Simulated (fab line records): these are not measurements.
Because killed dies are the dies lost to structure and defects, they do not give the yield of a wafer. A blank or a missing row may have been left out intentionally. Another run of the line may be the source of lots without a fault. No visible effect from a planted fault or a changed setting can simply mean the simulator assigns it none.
One fault through the eyes of 2 desks + flow gf180mcu + each desk has only its own numbers; what lay behind them comes last

## TOOL OWNER'S DESK, pecvd-02
The tool's own readings at GF_V5_CVD_02 (deposits SiO2 from TEOS, target thk 1450 nm, time 163.28 s): means of the sampled wafers that have a number, for each lot that ran on this tool. If a lot's mean is further than 4 standard deviations from the usual mean, the lot is out of limits and carries the mark OUT (the distance appears in the brackets).
Columns: A = heaterPowerW at GF_V5_CVD_02, usual 713 W
| lot  | first seen here | A   |
|------|-----------------|-----|
| L917 | day 28 16:05    | 581 |
| L922 | day 30 04:37    | 624 |
| L932 | day 32 12:55    | 620 |
| L933 | day 32 17:59    | 614 |
This desk found nothing out of limits on any of the 4 lots.

## METROLOGY DESK
What the gauges read, lot by lot, whatever tool the lot ran on: means of the sampled wafers that have a number. If a lot's mean is further than 4 standard deviations from the usual mean, the lot is out of limits and carries the mark OUT (the distance appears in the brackets).
Columns: A = cdNm at GF_POLY_GATE_CD_MEAS_10, usual 280.1 nm; B = HV_LDD_4_TW at GF_HV_LDD_TW_MEAS_50, usual 564; C = PSD_RS at GF_PSD_RS_MEAS_15, usual 108.6 ohm/sq
| lot  | first seen here | A     | B   | C     |
|------|-----------------|-------|-----|-------|
| L911 | day 9 04:50     | 278.1 | 567 | 108.3 |
| L913 | day 9 19:50     | 281.0 | 556 | 108.4 |
| L912 | day 9 22:50     | 281.9 | 560 | 108.8 |
| L917 | day 11 05:24    | 280.3 | 561 | 108.8 |
| L922 | day 12 17:45    | 280.9 | 568 | 108.8 |
| L923 | day 12 17:58    | 277.6 | 563 | 108.5 |
| L924 | day 13 06:06    | 278.8 | 566 | 109.2 |
| L925 | day 13 12:02    | 280.9 | 574 | 108.6 |
| L926 | day 13 22:05    | 280.7 | 565 | 108.6 |
| L927 | day 14 03:48    | 279.6 | 573 | 108.5 |
| L929 | day 14 14:49    | 281.3 | 564 | 108.5 |
| L932 | day 15 12:06    | 280.9 | 572 | 108.8 |
| L933 | day 15 17:59    | 277.9 | 564 | 108.2 |
| L934 | day 16 05:38    | 281.4 | 567 | 108.2 |
This desk found nothing out of limits on any of the 14 lots.

## ALL TOGETHER
The desk of the tool owner found nothing out of limits.
From the metrology desk's view, nothing was out of limits.

## WHAT THE SIMULATOR PUT IN
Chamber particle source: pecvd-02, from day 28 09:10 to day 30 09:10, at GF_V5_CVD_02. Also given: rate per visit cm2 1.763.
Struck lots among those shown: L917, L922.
